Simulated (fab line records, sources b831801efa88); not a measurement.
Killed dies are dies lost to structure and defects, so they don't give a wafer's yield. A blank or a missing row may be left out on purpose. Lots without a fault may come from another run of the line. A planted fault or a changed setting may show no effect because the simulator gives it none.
Which tool did it? | flow sky130 | 14 lots, 42 wafers sampled, at 4 steps of a route of 708

WHAT THE GAUGES READ, wafer by wafer
SKY_METAL2_CD_MEAS_15: target cd 140 nm. Usual: cd_nm 140.0 nm, standard deviation 1.3.
lot  | measured     | on        | cd_nm (nm)        | flag
L740 | day 35 13:49 | cd_sem-01 | 139.7 140.1 138.5 |
L744 | day 37 23:03 | cd_sem-02 | 140.4 138.9 140.0 |
L746 | day 38 01:12 | cd_sem-02 | 139.0 139.8 140.8 |
L745 | day 38 03:40 | cd_sem-01 | 141.7 139.8 141.8 |
L749 | day 39 07:16 | cd_sem-02 | 142.1 139.9 141.8 |
L748 | day 39 09:05 | cd_sem-02 | 136.9 136.0 137.5 |
L751 | day 39 23:57 | cd_sem-02 | 139.0 140.8 138.9 |
L752 | day 40 11:02 | cd_sem-01 | 140.8 140.1 139.6 |
L755 | day 40 20:17 | cd_sem-02 | 137.8 139.4 139.2 |
L754 | day 40 22:22 | cd_sem-02 | 138.6 138.4 139.6 |
L758 | day 41 16:35 | cd_sem-01 | 140.3 140.5 140.4 |
L761 | day 41 19:43 | cd_sem-02 | 139.4 138.5 138.8 |
L760 | day 41 23:50 | cd_sem-01 | 140.9 140.3 139.5 |
L762 | day 42 04:57 | cd_sem-02 | 138.6 139.0 138.6 |

SKY_CAPM_OVL_MEAS_12. Usual: CAPM_OVL -0.9 nm, standard deviation 1.5.
lot  | measured     | on         | CAPM_OVL (nm)  | flag
L740 | day 37 22:42 | overlay-01 | -2.0 -0.8 -0.5 |
L744 | day 40 05:33 | overlay-02 | 1.7 1.5 0.4    |
L746 | day 40 06:28 | overlay-02 | -1.7 -0.9 -2.2 |
L745 | day 40 10:01 | overlay-01 | -0.9 -1.0 0.7  |
L749 | day 41 11:23 | overlay-02 | -3.4 -0.9 -2.5 |
L748 | day 41 13:07 | overlay-02 | -2.0 -2.6 -0.2 |
L751 | day 42 02:52 | overlay-01 | -0.8 -0.8 -1.6 |
L752 | day 42 14:48 | overlay-01 | 2.2 2.3 0.9    |
L755 | day 42 23:10 | overlay-02 | 1.7 -0.5 1.9   |
L754 | day 43 02:00 | overlay-02 | -1.5 1.7 -0.5  |
L758 | day 43 18:01 | overlay-02 | -1.9 -1.0 1.4  |
L761 | day 43 21:34 | overlay-01 | 0.6 -2.2 -2.4  |
L760 | day 44 01:18 | overlay-02 | -2.7 -3.0 -3.6 |
L762 | day 44 06:21 | overlay-02 | 1.3 0.0 -1.1   |

SKY_VIA3_THK_MEAS_01. Usual: VIA3_HDPCVD_THK 1642 nm, standard deviation 16.
lot  | measured     | on            | VIA3_HDPCVD_THK (nm) | flag
L740 | day 39 02:31 | film_metro-03 | 1639 1625 1626       |
L744 | day 41 06:50 | film_metro-02 | 1650 1670 1654       |
L746 | day 41 08:29 | film_metro-02 | 1620 1659 1626       |
L745 | day 41 11:33 | film_metro-03 | 1637 1641 1619       |
L749 | day 42 12:52 | film_metro-03 | 1635 1618 1632       |
L748 | day 42 14:08 | film_metro-01 | 1622 1629 1615       |
L751 | day 43 03:49 | film_metro-01 | 1660 1659 1659       |
L752 | day 43 15:51 | film_metro-01 | 1636 1630 1654       |
L755 | day 43 23:57 | film_metro-01 | 1662 1640 1668       |
L754 | day 44 02:49 | film_metro-01 | 1653 1630 1635       |
L758 | day 44 18:40 | film_metro-02 | 1624 1627 1639       |
L762 | day 45 06:02 | film_metro-03 | 1622 1620 1619       |

WHICH TOOL RAN EACH LOT (tool, then ch and the chambers of the sampled wafers, then the start)
lot  | SKY_METAL3_DEVELOP_12
L740 | litho_track-02 ch 0, day 39 01:00
L744 | litho_track-04 ch 0, day 41 05:00
L746 | litho_track-01 ch 0, day 41 07:00
L745 | litho_track-01 ch 0, day 41 10:00
L749 | litho_track-02 ch 0, day 42 11:00
L748 | litho_track-04 ch 0, day 42 12:00
L751 | litho_track-01 ch 0, day 43 02:00
L752 | litho_track-02 ch 0, day 43 14:00
L755 | litho_track-01 ch 0, day 43 22:00
L754 | litho_track-02 ch 0, day 44 01:00
L758 | litho_track-01 ch 0, day 44 17:00
L761 | litho_track-01, day 44 20:00
L760 | litho_track-04, day 44 23:00
L762 | litho_track-02 ch 0, day 45 04:00
- SKY_METAL3_DEVELOP_12: develop time 60 s.

WHAT THE TOOLS THEMSELVES READ (means of the sampled wafers that have a number; where no wafer has one, the mark that the record gives instead)
SKY_METAL3_DEVELOP_12. Usual: chill_plate_temp_C 22.97 C, standard deviation 0.094.
lot  | tool           | chill_plate_temp_C (C) | flag
L740 | litho_track-02 | 22.87                  |
L744 | litho_track-04 | 22.96                  |
L746 | litho_track-01 | 23.00                  |
L745 | litho_track-01 | 22.99                  |
L749 | litho_track-02 | 22.98                  |
L748 | litho_track-04 | 23.02                  |
L751 | litho_track-01 | 23.05                  |
L752 | litho_track-02 | 22.94                  |
L755 | litho_track-01 | 23.10                  |
L754 | litho_track-02 | 23.05                  |
L758 | litho_track-01 | 22.86                  |
L761 | litho_track-01 | -                      | OFF
L760 | litho_track-04 | -                      | OFF
L762 | litho_track-02 | 22.86                  |

THE ANSWER, worked out from the rows above alone
Rule: a lot is off if the mean of its wafers that have a number lies more than 3 standard deviations from the usual mean. A lot without any number at a reading at which 4 lots or more have one is off too. The other lots that the step has rows for count as sound. The gauges are gone through in route order, then the tools' own readings, and for those a lot's mean is taken as printed above. The first step at which some lot is off is used, and at that step the reading that is off furthest; a lot without a number counts as furthest.
Off: L761, L760, at SKY_METAL3_DEVELOP_12 (chill_plate_temp_C). Without a number there: L761, L760.
A tool fits if, at that step or a process step before it, it ran every lot that is off, and no sound lot after the first of them. None of those tried fits.

WHAT THE SIMULATOR HAD PUT IN
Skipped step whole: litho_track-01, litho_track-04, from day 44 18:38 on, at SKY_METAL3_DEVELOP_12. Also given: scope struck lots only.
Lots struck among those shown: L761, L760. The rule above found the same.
